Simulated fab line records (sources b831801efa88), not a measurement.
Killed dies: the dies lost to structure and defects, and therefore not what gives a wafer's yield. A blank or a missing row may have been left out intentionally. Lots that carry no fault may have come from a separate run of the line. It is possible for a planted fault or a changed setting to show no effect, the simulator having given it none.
Which tool did it? | flow gf180mcu | Sampling: 7 lots, 21 wafers, 2 of 602 route steps

== WHAT THE GAUGES SHOWED, per wafer ==
GF_M5_OVL_MEAS_08.
lot  | measured     | on         | M5_OVL (nm)
L718 | day 27 04:40 | overlay-02 | -5 -10 0
L720 | day 27 23:05 | overlay-01 | 0 -9 -2
L722 | day 28 15:44 | overlay-01 | 1 5 5
L724 | day 29 11:33 | overlay-01 | 2 4 4
L730 | day 31 08:05 | overlay-01 | 2 1 3
L733 | day 32 04:56 | overlay-02 | -4 -1 -13
L738 | day 33 00:56 | overlay-02 | 14 11 8

== TOOL THAT RAN EACH LOT (tool first, then ch and the chambers of the sampled wafers, then the start) ==
lot  | GF_DUAL_GATE_OXIDATION_02
L718 | furnace-02 ch 0, day 8 04:38
L720 | furnace-01 ch 0, day 8 18:31
L722 | furnace-01 ch 0, day 9 07:43
L724 | furnace-01 ch 0, day 9 21:31
L730 | furnace-01 ch 0, day 12 02:10
L733 | furnace-01 ch 0, day 12 22:28
L738 | furnace-02 ch 0, day 14 01:13
- GF_DUAL_GATE_OXIDATION_02: stabilise 600 s, purge 300 s, target thk 10.887 nm.

== THE ANSWER, worked out from the rows above alone ==
Rule: usual is defined by the lots themselves. Put in order of their means at a reading, lots are off if they are a third of the lots or fewer, leave a main group of 4 or more, and stand apart from it by a gap of 3 or more times the standard deviation of the main group's means; of several such gaps the widest counts. A main group whose means are all the same, to the digits that the tables above print for the reading, isn't used. Also off: a lot with no number at a reading for which 4 or more lots have one. All remaining lots with rows at the step are treated as sound.
No lot is off at any reading shown: from this, nothing can be told.

== WHAT THE SIMULATOR HAD PUT IN ==
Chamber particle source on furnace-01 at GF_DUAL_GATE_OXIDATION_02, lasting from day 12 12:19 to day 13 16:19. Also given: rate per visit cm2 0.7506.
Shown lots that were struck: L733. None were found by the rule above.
